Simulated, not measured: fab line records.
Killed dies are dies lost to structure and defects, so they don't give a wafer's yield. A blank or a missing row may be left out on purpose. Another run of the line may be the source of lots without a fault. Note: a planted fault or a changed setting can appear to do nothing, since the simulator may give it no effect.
8D (eight disciplines) problem report, filled in by code -- flow gf180mcu -- the parts of the form that need people (team, actions taken, sign-off) are left out

## 1. THE PROBLEM
Wafers with no fault read 81 s with a standard deviation of 4.7, whereas timeToEndpointS at GF_V3_CMP_04 reads a mean of 44 s on 1 wafer of 1 lot. That is -7.9 standard deviations from the usual mean.
The step: polishes SiO2.
First observed at day 26 02:17: wafer L513.4, on cmp-01. The record holds 39 wafers of 13 lots with a number at this step. The rule behind "out" and "out of limits": a value lying over 4 standard deviations away from the usual mean. The other wafers with a number count as sound.

## 2. WHAT IT IS, AND WHAT IT ISN'T
question,is,is not
which readings at this step,timeToEndpointS,"edgeZonePressureFrac, motorCurrentA"
which lots,L513,"L501, L502, L503, L504, L506, L507, L508, L509, L510, L511, L512, L515"
which wafers of those lots,L513.4,"L513.2, L513.5"
read on which tools,cmp-01,cmp-02
when,from day 26 02:17,up to then (35 sound wafers); but 3 sound wafers of L515 came after

## 3. WHAT RULES OUT EACH SUSPECT
Counting: a tool at a process step up to the reading stays a suspect if it ran every lot that is out. Sound lots after the first of them don't rule it out here, since some wafers of a struck lot are sound.
- pvdSputter-03 at GF_M3_SPUTTER_00 (material Ti, target thk 37.5 nm, time 150 s): kept. It ran the lot that is out, L513 (day 25 02:58); its last sound lot up to then is L511 (day 24 03:02).
- cmp-01 at GF_V3_CMP_04 (polishes SiO2): kept. It ran the lot that is out, L513 (day 26 02:17); its last sound lot up to then is L512 (day 25 19:53). Its own timeToEndpointS readings are out on those wafers.
- At GF_V3_CMP_04, inside cmp-01: chamber 1 took the wafers that are out, while their sound lot-mates went through chambers 2, 3.
After counting, pvdSputter-03 at GF_M3_SPUTTER_00 and cmp-01 at GF_V3_CMP_04 remain.

## 4. THE CAUSE (what the simulator had put in)
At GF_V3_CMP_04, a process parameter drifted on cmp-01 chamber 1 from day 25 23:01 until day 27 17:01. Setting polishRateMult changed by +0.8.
After counting, 2 suspects remain, this tool included.

## 5. THE CHAIN OF EFFECTS, in route order
Each row: a reading where the mean over the struck wafers with a number is more than 3 standard deviations away from the usual. Scope: only readings with a usual standard deviation given in the record; hours: median across lots of the time from each lot's start at the first step in this table that gives one to its start at this step; sigmas: change in usual standard deviations.
hours,step,reading,usual,on struck wafers,change,sigmas
0,GF_V3_CMP_04,timeToEndpointS,81 s,44,-37,-7.9
Process steps it contains:
- GF_V3_CMP_04: polishes SiO2.

## 6. HOW IT WOULD HAVE BEEN CAUGHT EARLIER
In this record no reading fell out of limits until day 26 02:17, 3 hours after the fault had begun at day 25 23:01.
